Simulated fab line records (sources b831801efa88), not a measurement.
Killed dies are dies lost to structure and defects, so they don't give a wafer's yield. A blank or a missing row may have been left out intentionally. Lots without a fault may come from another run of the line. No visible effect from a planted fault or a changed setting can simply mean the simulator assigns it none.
Struck lot and sound lot, side by side    flow sky130    22 out of 708 route steps
Sound: wafers L777.1, L777.3, L777.6. Struck: wafer L781.5 (left out: L781.1, L781.6 of the same lot, which were not struck); the cause appears at the end.
For every step that has rows: the tool of each side, followed by ch and its chambers, followed by its first start. Under that, the readings that differ: sound wafers    struck wafers    difference of the means    sigmas: that difference in standard deviations of wafers without a fault.
alike: readings whose means differ by less than 2 such deviations, and words and numbers that are the same on both sides. not compared: withheld readings, readings that some wafer has no value for, bounds like >300 that may hide the same value, and numbers for which the record gives no deviation and whose values overlap.
Wherever a step has rows on one side only, a row that says differs or no value, or a row with sigmas, the two part there. Numbers that don't overlap but have no deviation are shown without sigmas and don't part them. Lack of a reading on every wafer of one side parts them only where that side has two or more wafers.

first, 1 step without rows for these wafers: SKY_LOCAL_INTERCONNECT_CLEAN_18 (cleans in O3/DIW).
SKY_CONTACT_CVD_00: deposits Si3N4, target thk 75 nm.
  sound on pecvd-01 ch 0, day 34 14:06; struck on pecvd-03 ch 2, day 35 23:51
  alike: heater-power-w, rf-fwd-power-W
SKY_CONTACT_THK_MEAS_01:
  sound on film-metro-01 at day 34 14:09; struck on film-metro-04 at day 35 23:53
  alike: CONTACT_CVD_00_THK
then, 1 step without rows for these wafers: SKY_CONTACT_HDPCVD_02 (deposits SiO2, target thk 565 nm, time 94.2 s).
SKY_CONTACT_THK_MEAS_03:
  sound on film-metro-02 at day 34 14:16; struck on film-metro-01 at day 36 00:03
  alike: CONTACT_HDPCVD_THK
SKY_CONTACT_CMP_04: polishes SiO2.
  sound on cmp-02 ch 0,2,3, day 34 14:26; struck on cmp-01 ch 3, day 36 00:16
reading              sound           struck  difference  sigmas
motor-current-A (A)  11.9 12.6 11.9  9.5     -2.6        -2
  alike: time-to-endpoint-s
SKY_CONTACT_BOW_MEAS_05:
  sound on film-metro-04 at day 34 14:38; struck on film-metro-01 at day 36 00:25
  alike: CONTACT_BOW
then, 5 steps without rows for these wafers: SKY_CONTACT_DEHYDRATE_06 (time 60 s); SKY_CONTACT_HMDS_07 (prime time 60 s); SKY_CONTACT_COAT_08 (resist thk 60 nm); SKY_CONTACT_COAT_09 (resist thk 450 nm); SKY_CONTACT_SOFTBAKE_10 (time 90 s).
SKY_CONTACT_EXPOSE_11: exposes mask CTM1, target cd 170 nm.
  sound on krf-scanner-01 ch 0, day 35 04:20; struck on krf-scanner-01 ch 0, day 36 13:41
  alike: mask
following that, these wafers have no rows for 1 step: SKY_CONTACT_PEB_12.
SKY_CONTACT_DEVELOP_13: develop time 57.85 s.
  sound: litho-track-03 ch 0; struck: litho-track-02 ch 0
reading                   sound              struck  difference  sigmas
model.CONTACT.cd-nm (nm)  171.2 169.2 170.4  90.14   -80.13      
SKY_CONTACT_CD_MEAS_14: target cd 170 nm.
  sound on cd-sem-01 at day 35 17:28; struck on cd-sem-01 at day 37 02:29
reading     sound              struck  difference  sigmas
cd-nm (nm)  171.3 169.2 170.3  90.1    -80.2       -67
SKY_CONTACT_OVL_MEAS_15:
  sound on overlay-01 at day 35 17:35; struck on overlay-02 at day 37 02:37
  alike: CONTACT_OVL
SKY_CONTACT_ETCH_16: etches BARC in N2/H2, stops on SiO2, time 45.9 s, target depth 60 nm.
  sound on rie-diel-01 ch 0,1,3, day 35 17:37; struck on rie-diel-03 ch 0, day 37 02:39
  alike: drypump-motor-current-A, oes-product-au, rf-fwd-power-W, throttle-valve-pct
  not compared: rf-hours-counter-h
SKY_CONTACT_ETCH_17: etches SiO2 in C4F8/O2/Ar, stops on Si3N4, target depth 340 nm.
  sound on rie-diel-01 ch 0,1,3, day 35 17:40; struck on rie-diel-03 ch 0, day 37 02:41
  alike: oes-product-au, rf-fwd-power-W
SKY_CONTACT_ETCH_18: etches Si3N4 in CHF3/O2, stops on TiN, time 39 s, target depth 75 nm.
  sound: rie-diel-01 ch 0,1,3; struck: rie-diel-03 ch 0
reading                   sound              struck  difference  sigmas
model.CONTACT.cd-nm (nm)  171.5 169.5 169.8  89.93   -80.34      
  alike: O2_flow_sccm, drypump-motor-current-A, oes-product-au, rf-fwd-power-W, throttle-valve-pct
  not compared: rf-hours-counter-h
SKY_CONTACT_STRIP_19: strips in O2/N2.
  sound on plasma-asher-03 ch 0,1, day 35 17:45; struck on plasma-asher-01 ch 1, day 37 02:47
  alike: drypump-motor-current-A, oes-product-au, strip-time-to-endpoint-s
  not compared: rf-hours-counter-h
-- the record jumps here: 13 days lie between the struck wafers' starts before and after (it left off in module CONTACT and takes up again in module PAD_OPEN, whose first step shown is number 708 of the route) --
SKY_PAD_OPEN_PROBE_99:
  sound on prober-02 at day 49 04:22; struck on prober-02 at day 49 22:47
reading             sound     struck  difference  sigmas
killed-at-contacts  28 32 28  421     +392        +69
killed-at-other     2 1 2     0       -2          -3
killed-dies         89 94 79  492     +405        +51
killed-on-rim       18 17 12  96      +80         +21
  alike: killed_at_M0_to_M3, killed_at_M4_up, killed-at-front-end, killed-open, killed-short

== WHERE THEY PART ==
At SKY_CONTACT_CMP_04 first; at SKY_PAD_OPEN_PROBE_99 last (within this record only).

WHY: whatever the simulator had introduced
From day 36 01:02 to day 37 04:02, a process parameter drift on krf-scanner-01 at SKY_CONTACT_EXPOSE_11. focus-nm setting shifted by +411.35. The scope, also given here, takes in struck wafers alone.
